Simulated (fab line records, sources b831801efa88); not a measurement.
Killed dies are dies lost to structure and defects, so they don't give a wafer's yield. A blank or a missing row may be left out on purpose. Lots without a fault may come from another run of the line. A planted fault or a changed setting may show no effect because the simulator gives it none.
fab line records | flow gf180mcu
record lots=14 wafers=42 last_day=34
route steps=602 shown STI@14 NWELL@44 LVPWELL@65 MVSD@73
lots that met no fault: from a run of the same line without faults
start_h: hours from the record's first day to the start of the lot's first wafer shown | wait_h: hours since the lot's step before | " the same as in the row above | L1.1+2: a row that stands for several wafers | - no value, or no start given | * or withheld: withheld | < > ~ a bound
route shown NAME@n: a module of which the file shows steps, and the number in the route of the first | usual: mean/standard deviation of fault-free wafers | same: alike in all rows | chamber/n: place in a boat | sites: the reading at each site | _std_site: their standard deviation | _edge_site: outer sites' mean less inner sites' | radius_mm: how far each site lies from the wafer's centre | mask NAME#n: copy n | behind: the tool/chamber that last shaped the wafer | hold: why the lot was held/for how many hours/how that ended | device: the transistor (n, p or np) that didn't switch | end of line: the same wafers' tests at the end of the route | a step without rows: its recipe alone | killed: dies lost to structure and defects at the first sort, not the wafer's yield | map: a wafer's dies, x killed, . not, _ none there
set.NAME: the setting as run; set.NAME@STEP: as run at that earlier step | model.NAME: the simulator's own value behind a step, which no gauge read
steps of the route over a sample of lots; a table a step, a row a wafer
services: from which hour (start_h, from the record's first day; less than 0 if before it) a tool's chamber was out of use, for how many hours, and why
## steps
# step GF_STI_ETCH_13
# recipe chemistry=CHF3/O2 stop_on=Si over_etch_frac=0.3 target_depth_a=2823.1 source_w=600 bias_w=200 pressure_mtorr=40 chf3_flow_sccm=50 O2_flow_sccm=5 time_s=112.9
# usual drypump_motor_current_A=5.8/0.51 oes_product_au=0.834/0.0065 throttle_valve_pct=8.811/0.0091
# columns lot.wafer tool chamber start_h wait_h drypump_motor_current_A oes_product_au rf_hours_counter_h throttle_valve_pct
L939.1 rie_diel-03 0 25.74 0.1 5.8 0.834 121 8.823
L939.2 " 3 " " 6.8 0.843 80 8.817
L939.4 " 2 " " 5.7 0.839 - 8.808
L940.2 rie_diel-03 1 31.14 0.1 6.0 0.839 115 8.809
L940.3 " 0 " " 5.8 0.830 121 8.801
L940.4 " 2 " " 5.6 0.835 26 8.804
L943.1 rie_diel-04 2 45.54 0.1 4.8 0.829 158 8.811
L943.2 " 0 " " 6.1 0.835 74 8.796
L943.3 " 3 " " 5.7 0.826 150 8.804
L944.2 rie_diel-03 1 51.19 0.1 6.0 0.830 116 8.807
L944.4 " 3 " " 6.7 0.826 81 8.804
L944.5 " 1 " " 6.0 0.830 - 8.803
L945.3 rie_diel-04 2 56.49 0.1 4.8 0.841 158 8.817
L945.4 " 2 " " 4.8 0.837 - 8.810
L945.5 " 1 " " 5.2 0.840 - 8.815
L946.2 rie_diel-01 0 61.74 0.1 5.4 0.829 151 8.821
L946.5 " 3 " " 6.7 0.824 - 8.819
L946.6 " 0 " " 5.4 0.828 - 8.824
L947.2 rie_diel-04 0 68.44 0.1 6.1 0.837 75 8.830
L947.4 " 2 " " 4.9 0.842 159 8.812
L947.5 " 0 " " 6.1 0.838 - 8.806
L948.3 rie_diel-01 3 71.19 0.1 6.6 0.834 6 8.814
L948.5 " 2 " " 5.3 0.834 - 8.798
L948.6 " 1 " " 6.1 0.831 - 8.787
L950.1 rie_diel-01 3 83.99 0.1 6.7 0.834 6 8.811
L950.4 " 1 " " 6.1 0.828 2 8.826
L950.5 " 0 " " 5.4 0.833 - 8.813
L951.3 rie_diel-03 3 86.18 0.1 6.7 0.838 82 8.805
L951.4 " 0 " " 5.8 0.829 122 8.818
L951.6 " 3 " " 6.7 0.830 - 8.819
L954.2 rie_diel-01 2 103.24 0.1 5.3 0.837 156 8.798
L954.3 " 1 " " 6.2 0.838 3 8.809
L954.5 " 2 " " 5.3 0.832 - 8.811
L960.4 rie_diel-03 3 135.29 0.0 6.7 0.826 83 8.805
L960.5 " 0 " " 5.8 0.839 - 8.807
L960.6 " 1 " " 6.0 0.832 - 8.806
L961.2 rie_diel-01 2 138.89 0.1 5.4 0.837 158 8.814
L961.3 " 0 " " 5.4 0.839 153 8.807
L961.6 " 1 " " 6.1 0.839 - 8.812
L962.1 rie_diel-04 3 144.59 0.1 5.7 0.833 153 8.806
L962.2 " 0 " " 6.1 0.828 77 8.821
L962.5 " 1 " " 5.2 0.829 - 8.809
# step GF_NWELL_COAT_02
# recipe spin_rpm=2000 resist_thk_nm=3000
# usual chill_plate_temp_C=23.01/0.11 dispense_pressure_kPa=46.8/2.5
# columns lot.wafer tool chamber start_h wait_h chill_plate_temp_C dispense_pressure_kPa
L939.1 litho_track-04 0 48.97 0.1 22.94 45.8
L939.2 " 0 " " 23.07 45.8
L939.4 " 0 " " 22.90 45.8
L940.2 litho_track-02 0 54.14 0.1 23.06 45.3
L940.3 " 0 " " 23.06 45.3
L940.4 " 0 " " 22.91 45.3
L943.1 litho_track-01 0 69.22 0.1 22.86 51.7
L943.2 " 0 " " 22.98 51.7
L943.3 " 0 " " 22.99 51.7
L944.2 litho_track-04 0 75.95 0.1 23.15 45.8
L944.4 " 0 " " 23.24 45.8
L944.5 " 0 " " 22.94 45.8
L945.3 litho_track-04 0 79.22 0.1 23.12 45.8
L945.4 " 0 " " 22.92 45.8
L945.5 " 0 " " 23.09 45.7
L946.2 litho_track-02 0 86.19 0.1 23.17 45.3
L946.5 " 0 " " 22.89 45.3
L946.6 " 0 " " 22.95 45.3
L947.2 litho_track-01 0 92.64 0.1 23.10 51.7
L947.4 " 0 " " 22.96 51.7
L947.5 " 0 " " 23.07 51.7
L948.3 litho_track-01 0 95.82 0.1 22.97 51.7
L948.5 " 0 " " 22.94 51.7
L948.6 " 0 " " 23.03 51.7
L950.1 litho_track-04 - 111.37 0.1 - -
L950.4 " - " " - -
L950.5 " - " " - -
L951.3 litho_track-02 - 113.97 0.1 - -
L951.4 " - " " - -
L951.6 " - " " - -
L954.2 litho_track-02 0 130.44 0.1 23.02 45.3
L954.3 " 0 " " 23.00 45.4
L954.5 " 0 " " 22.83 45.3
L960.4 litho_track-02 0 163.74 0.1 23.08 45.3
L960.5 " 0 " " 23.13 45.4
L960.6 " 0 " " 23.04 45.3
L961.2 litho_track-04 0 165.69 0.1 23.00 45.8
L961.3 " 0 " " 22.93 45.8
L961.6 " 0 " " 22.88 45.9
L962.1 litho_track-01 0 177.56 0.1 23.11 51.6
L962.2 " 0 " " 23.09 51.6
L962.5 " 0 " " 23.04 51.6
# step GF_NWELL_OVL_MEAS_07
# usual NWELL_OVL=-0.7/1.3
# columns lot.wafer tool chamber start_h wait_h NWELL_OVL[nm]
L939.1 overlay-01 - 55.22 - -2.3
L939.2 " - " " -2.7
L939.4 " - " " -1.5
L940.2 overlay-01 - 61.12 - -0.5
L940.3 " - " " -2.5
L940.4 " - " " -0.1
L943.1 overlay-01 - 76.62 - 0.8
L943.2 " - " " -0.2
L943.3 " - " " -1.5
L944.2 overlay-01 - 82.88 - -0.7
L944.4 " - " " -1.5
L944.5 " - " " 0.1
L945.3 overlay-01 - 85.88 - -0.3
L945.4 " - " " -0.7
L945.5 " - " " 0.6
L946.2 overlay-02 - 93.92 - -3.0
L946.5 " - " " -0.6
L946.6 " - " " -1.1
L947.2 overlay-02 - 99.62 - -0.8
L947.4 " - " " 1.0
L947.5 " - " " -0.7
L948.3 overlay-01 - 102.53 - 0.8
L948.5 " - " " -0.7
L948.6 " - " " 0.0
L950.1 overlay-02 - 118.47 - -
L950.4 " - " " -
L950.5 " - " " -
L951.3 overlay-02 - 121.28 - -
L951.4 " - " " -
L951.6 " - " " -
L954.2 overlay-01 - 137.82 - -0.3
L954.3 " - " " -1.0
L954.5 " - " " 0.6
L960.4 overlay-02 - 171.39 - 0.4
L960.5 " - " " 1.1
L960.6 " - " " 0.4
L961.2 overlay-02 - 174.92 - -2.3
L961.3 " - " " -3.4
L961.6 " - " " -2.4
L962.1 overlay-02 - 186.11 - -2.2
L962.2 " - " " -2.9
L962.5 " - " " -2.0
# step GF_LVPWELL_TW_MEAS_11
# usual LVPWELL_TW=558/3.2
# columns lot.wafer tool chamber start_h wait_h LVPWELL_TW
L939.1 film_metro-02 - 69.11 0.1 559
L939.2 " - " " 557
L939.4 " - " " 561
L940.2 film_metro-01 - 74.42 0.1 553
L940.3 " - " " 553
L940.4 " - " " 555
L943.1 film_metro-02 - 90.90 0.1 555
L943.2 " - " " 558
L943.3 " - " " 553
L944.2 film_metro-02 - 97.91 0.1 556
L944.4 " - " " 558
L944.5 " - " " 560
L945.3 film_metro-01 - 100.41 0.1 561
L945.4 " - " " 561
L945.5 " - " " 562
L946.2 film_metro-02 - 108.57 0.1 559
L946.5 " - " " 561
L946.6 " - " " 558
L947.2 film_metro-04 - 114.91 0.1 563
L947.4 " - " " 563
L947.5 " - " " 564
L948.3 film_metro-01 - 118.51 0.1 558
L948.5 " - " " 559
L948.6 " - " " 559
L950.1 film_metro-04 - 133.61 0.1 1601
L950.4 " - " " 1608
L950.5 " - " " 1596
L951.3 film_metro-02 - 137.32 0.1 1578
L951.4 " - " " 1578
L951.6 " - " " 1572
L954.2 film_metro-02 - 153.65 0.1 558
L954.3 " - " " 559
L954.5 " - " " 560
L960.4 film_metro-01 - 188.88 0.1 555
L960.5 " - " " 553
L960.6 " - " " 554
L961.2 film_metro-04 - 192.66 0.1 563
L961.3 " - " " 562
L961.6 " - " " 558
L962.1 film_metro-01 - 203.19 0.1 560
L962.2 " - " " 562
L962.5 " - " " 559
# step GF_MVSD_OVL_MEAS_07
# usual MVSD_OVL=0.5/1.4
# columns lot.wafer tool chamber start_h wait_h MVSD_OVL[nm]
L939.1 overlay-02 - 82.91 - -0.4
L939.2 " - " " -1.3
L939.4 " - " " -2.3
L940.2 overlay-01 - 87.36 - 0.7
L940.3 " - " " -0.3
L940.4 " - " " -1.6
L943.1 overlay-01 - 104.17 - -0.6
L943.2 " - " " 0.0
L943.3 " - " " -1.6
L944.2 overlay-02 - 111.97 - 0.3
L944.4 " - " " 0.2
L944.5 " - " " 1.8
L945.3 overlay-02 - 115.03 - 1.0
L945.4 " - " " 0.8
L945.5 " - " " 0.7
L946.2 overlay-02 - 123.58 - -1.2
L946.5 " - " " 0.7
L946.6 " - " " -0.3
L947.2 overlay-02 - 129.81 - 1.7
L947.4 " - " " 2.6
L947.5 " - " " 2.0
L948.3 overlay-02 - 133.33 - 0.7
L948.5 " - " " 0.1
L948.6 " - " " 0.3
L950.1 overlay-01 - 148.50 - -0.6
L950.4 " - " " 1.2
L950.5 " - " " -1.8
L951.3 overlay-02 - 153.08 - 3.1
L951.4 " - " " 3.1
L951.6 " - " " 2.8
L954.2 overlay-02 - 169.62 - 0.5
L954.3 " - " " 0.2
L954.5 " - " " 0.6
L960.4 overlay-02 - 205.68 - 1.2
L960.5 " - " " -0.7
L960.6 " - " " 2.1
L961.2 overlay-01 - 209.17 - 0.0
L961.3 " - " " 2.9
L961.6 " - " " 1.8
L962.1 overlay-02 - 220.56 - 2.9
L962.2 " - " " 0.0
L962.5 " - " " 1.4
# step GF_MVSD_STRIP_10
# recipe chemistry=O2/N2 power_w=1400 pressure_mtorr=1500 platen_temp_c=250 o2_flow_sccm=3000 n2_flow_sccm=300 overash_fraction=0.5
# usual drypump_motor_current_A=5.9/0.59 heater_power_w=321/33 oes_product_au=0.722/0.0044 strip_time_to_endpoint_s=36.98/0.11
# same overash_fraction=0.5
# columns lot.wafer tool chamber start_h wait_h drypump_motor_current_A heater_power_w oes_product_au rf_hours_counter_h strip_time_to_endpoint_s
L939.1 plasma_asher-04 0 83.24 0.1 5.3 363 0.712 41 37.07
L939.2 " 1 " " 6.3 338 0.724 41 37.06
L939.4 " 0 " " 5.3 354 0.726 - 36.99
L940.2 plasma_asher-03 0 87.69 0.1 6.6 346 0.721 43 36.91
L940.3 " 0 " " 6.7 362 0.733 - 36.85
L940.4 " 1 " " 5.2 316 0.721 - 36.92
L943.1 plasma_asher-03 1 104.51 0.1 5.2 326 0.718 45 36.80
L943.2 " 0 " " 6.6 361 0.717 45 36.91
L943.3 " 0 " " 6.7 346 0.726 - 36.85
L944.2 plasma_asher-03 0 112.30 0.1 6.6 352 0.721 46 36.77
L944.4 " 1 " " 5.2 322 0.720 - 36.93
L944.5 " 1 " " 5.2 324 0.719 - 36.90
L945.3 plasma_asher-04 0 115.39 0.1 5.3 360 0.720 - 36.92
L945.4 " 1 " " 6.3 339 0.722 - 36.98
L945.5 " 0 " " 5.3 351 0.716 - 36.92
L946.2 plasma_asher-01 0 123.91 0.1 5.4 286 0.721 33 36.93
L946.5 " 1 " " 6.4 283 0.721 - 37.03
L946.6 " 0 " " 5.4 287 0.722 - 36.92
L947.2 plasma_asher-04 0 130.22 0.1 5.3 359 0.723 46 36.99
L947.4 " 0 " " 5.3 364 0.717 - 36.91
L947.5 " 1 " " 6.3 347 0.713 - 36.82
L948.3 plasma_asher-01 0 133.68 0.1 5.4 278 0.721 - 36.93
L948.5 " 1 " " 6.4 275 0.719 - 37.01
L948.6 " 0 " " 5.4 283 0.720 - 37.08
L950.1 plasma_asher-03 0 148.84 0.1 6.7 361 0.724 50 36.99
L950.4 " 0 " " 6.6 363 0.729 - 37.02
L950.5 " 0 " " 6.7 359 0.724 - 36.98
L951.3 plasma_asher-04 1 153.43 0.1 6.3 347 0.723 - 36.83
L951.4 " 0 " " 5.3 354 0.726 - 36.88
L951.6 " 0 " " 5.3 360 0.714 - 36.85
L954.2 plasma_asher-04 1 169.95 0.1 6.4 347 0.733 50 37.08
L954.3 " 0 " " 5.3 357 0.714 - 36.99
L954.5 " 0 " " 5.3 356 0.720 - 37.03
L960.4 plasma_asher-04 0 206.03 0.1 5.3 367 0.712 - 36.91
L960.5 " 1 " " 6.3 341 0.720 - 36.90
L960.6 " 0 " " 5.3 354 0.721 - 36.98
L961.2 plasma_asher-01 0 209.50 0.1 5.4 283 0.721 42 36.93
L961.3 " 0 " " 5.4 280 0.720 - 36.92
L961.6 " 0 " " 5.4 283 0.721 - 37.00
L962.1 plasma_asher-04 1 220.90 0.1 6.3 346 0.717 55 37.36
L962.2 " 0 " " 5.3 358 0.726 55 37.22
L962.5 " 1 " " 6.3 340 0.723 - 37.11
# step GF_MVSD_TW_MEAS_11
# usual MVSD_TW=1576/10
# columns lot.wafer tool chamber start_h wait_h MVSD_TW
L939.1 film_metro-01 - 83.42 0.1 1558
L939.2 " - " " 1566
L939.4 " - " " 1559
L940.2 film_metro-01 - 87.80 0.1 1566
L940.3 " - " " 1559
L940.4 " - " " 1566
L943.1 film_metro-01 - 104.61 0.1 1580
L943.2 " - " " 1580
L943.3 " - " " 1574
L944.2 film_metro-02 - 112.41 0.1 1577
L944.4 " - " " 1572
L944.5 " - " " 1572
L945.3 film_metro-01 - 115.48 0.1 1578
L945.4 " - " " 1570
L945.5 " - " " 1578
L946.2 film_metro-01 - 124.02 0.1 1581
L946.5 " - " " 1584
L946.6 " - " " 1596
L947.2 film_metro-01 - 130.34 0.1 1575
L947.4 " - " " 1583
L947.5 " - " " 1575
L948.3 film_metro-04 - 133.77 0.1 1591
L948.5 " - " " 1597
L948.6 " - " " 1594
L950.1 film_metro-04 - 148.94 0.1 1986
L950.4 " - " " 1973
L950.5 " - " " 1985
L951.3 film_metro-01 - 153.52 0.1 1964
L951.4 " - " " 1965
L951.6 " - " " 1974
L954.2 film_metro-02 - 170.06 0.1 1557
L954.3 " - " " 1562
L954.5 " - " " 1560
L960.4 film_metro-04 - 206.13 0.1 1574
L960.5 " - " " 1576
L960.6 " - " " 1588
L961.2 film_metro-04 - 209.61 0.1 1582
L961.3 " - " " 1576
L961.6 " - " " 1572
L962.1 film_metro-01 - 221.00 0.1 1570
L962.2 " - " " 1577
L962.5 " - " " 1568
## services
# columns tool chamber start_h hours kind
rie_diel-03 1 2.86 1.9 repair
plasma_asher-01 - 6.66 1.9 repair
rie_diel-03 3 8.07 4.2 repair
rie_diel-01 - 8.08 0.8 repair
rie_diel-03 1 25.49 2.2 repair
rie_diel-01 - 34.48 0.8 repair
rie_diel-04 - 34.49 0.9 repair
rie_diel-04 0 50.99 9.4 repair
rie_diel-01 - 96.49 1.3 repair
rie_diel-01 - 132.95 0.3 repair
plasma_asher-04 - 141.66 2.6 repair
rie_diel-01 2 150.98 - clean
rie_diel-01 2 150.98 14.6 scheduled_down
rie_diel-01 2 150.98 14.6 vent_cycle
plasma_asher-01 - 152.16 2.8 pm
plasma_asher-03 - 156.97 2.8 repair
rie_diel-01 0 169.81 - clean
rie_diel-01 0 169.81 29.8 scheduled_down
rie_diel-01 0 169.81 29.8 vent_cycle
rie_diel-01 2 187.75 6.5 repair
plasma_asher-04 - 191.58 0.5 repair
rie_diel-04 - 201.81 2.8 pm
rie_diel-01 1 206.03 7.4 repair
rie_diel-01 3 213.14 6.3 repair
## key
first_sign step=GF_NWELL_COAT_02 reading=tool_record direction=missing
effect step=GF_NWELL_OVL_MEAS_07 reading=NWELL_OVL direction=missing
effect step=GF_LVPWELL_TW_MEAS_11 reading=LVPWELL_TW direction=up sigmas=99+ usual=558 struck=1589
effect step=GF_MVSD_TW_MEAS_11 reading=MVSD_TW direction=up sigmas=39 usual=1576 struck=1975
met_at GF_NWELL_COAT_02
struck_lots L950,L951
sort_left_out L950.1,L950.4,L950.5,L951.3,L951.4,L951.6
tester_left_out L950,L951
not_acting_at GF_STI_ETCH_13,GF_MVSD_OVL_MEAS_07,GF_MVSD_STRIP_10
onset_between 86.19 111.37
fault kind=skipped_step_whole tool=litho_track-02,litho_track-04 chamber=- onset_h=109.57 steps=GF_NWELL_COAT_02 scope=struck_lots_only
# tester_left_out: of these lots the tester's yield and bins aren't shown, on N5 and GAA mostly nor the transistor test; their killed dies are dies lost to structure and defects alone, not to doping, threshold or leakage, so they don't give the yield
# sort_left_out: the simulated sort isn't trusted on such a fault, so these wafers' sort isn't shown, and their yield isn't known
